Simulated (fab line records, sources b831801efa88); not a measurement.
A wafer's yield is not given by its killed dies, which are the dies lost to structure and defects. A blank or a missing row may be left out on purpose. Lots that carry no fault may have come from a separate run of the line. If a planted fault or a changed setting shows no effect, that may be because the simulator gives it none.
Chamber matching ; flow gf180mcu ; GF_V1_ETCH_16 on rieDiel-02: 4 sister chambers
The step etches BARC in N2/H2. 14 wafers are shown with their chamber, then 7 later ones without.

== WAFERS PAIRED WITH THEIR CHAMBERS ==
wafer;chamber;drypumpMotorCurrentA (A);oesProductAu (a.u.);throttleValvePct (%)
L076.1;3;5.4;0.857;13.219
L076.2;1;6.3;0.852;13.223
L076.5;3;5.4;0.862;13.224
L081.3;1;6.3;0.850;13.231
L081.4;0;6.3;0.862;13.232
L081.5;2;6.3;0.864;13.224
L082.1;3;5.4;0.860;13.222
L082.2;0;6.3;0.850;13.235
L082.5;2;6.2;0.845;13.219
L086.3;2;6.3;0.863;13.229
L086.4;1;6.3;0.861;13.230
L086.5;1;6.3;0.852;13.227
L087.1;2;6.2;0.864;13.224
L087.2;0;6.3;0.859;13.209

SIGNATURES, as means of the wafers listed above
reading;chamber 0;chamber 1;chamber 2;chamber 3;scatter within a chamber
drypumpMotorCurrentA;6.300;6.300;6.250;5.400;0.0316
oesProductAu;0.85700;0.85375;0.85900;0.85967;0.00652
throttleValvePct;13.22533;13.22775;13.22400;13.22167;0.00711
Rule: a wafer lies at a distance from a chamber equal to the root of the sum of squares, over the readings, of (its reading less the chamber's mean, divided by the reading's scatter). If the next closest chamber is less than 2 further off than the closest, the wafer can't be placed; otherwise it belongs to the closest. The scatter: take each reading less its chamber's mean, square it, sum over the shown wafers, divide by the number of wafers less the number of chambers, and take the root.

== WAFERS MISSING THEIR CHAMBER ==
wafer;drypumpMotorCurrentA (A);oesProductAu (a.u.);throttleValvePct (%)
L087.4;5.4;0.860;13.238
L092.2;6.3;0.851;13.225
L092.5;5.5;0.855;13.212
L092.6;6.3;0.850;13.230
L095.2;6.3;0.867;13.235
L095.3;6.3;0.856;13.227
L095.5;6.3;0.852;13.207

== EACH ONE'S CHAMBER ==
wafer;from the rows above;in truth
L087.4;3;3
L092.2;can't be placed: 1 or 0 or 2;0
L092.5;3;3
L092.6;can't be placed: 1 or 0 or 2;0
L095.2;can't be placed: 0 or 1 or 2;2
L095.3;can't be placed: 0 or 1 or 2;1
L095.5;can't be placed: 0 or 1 or 2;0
Placed correctly: 2 of 7. Can't be placed from these rows: 5 (the true chamber is among the candidates in 5). Wrongly placed: 0.
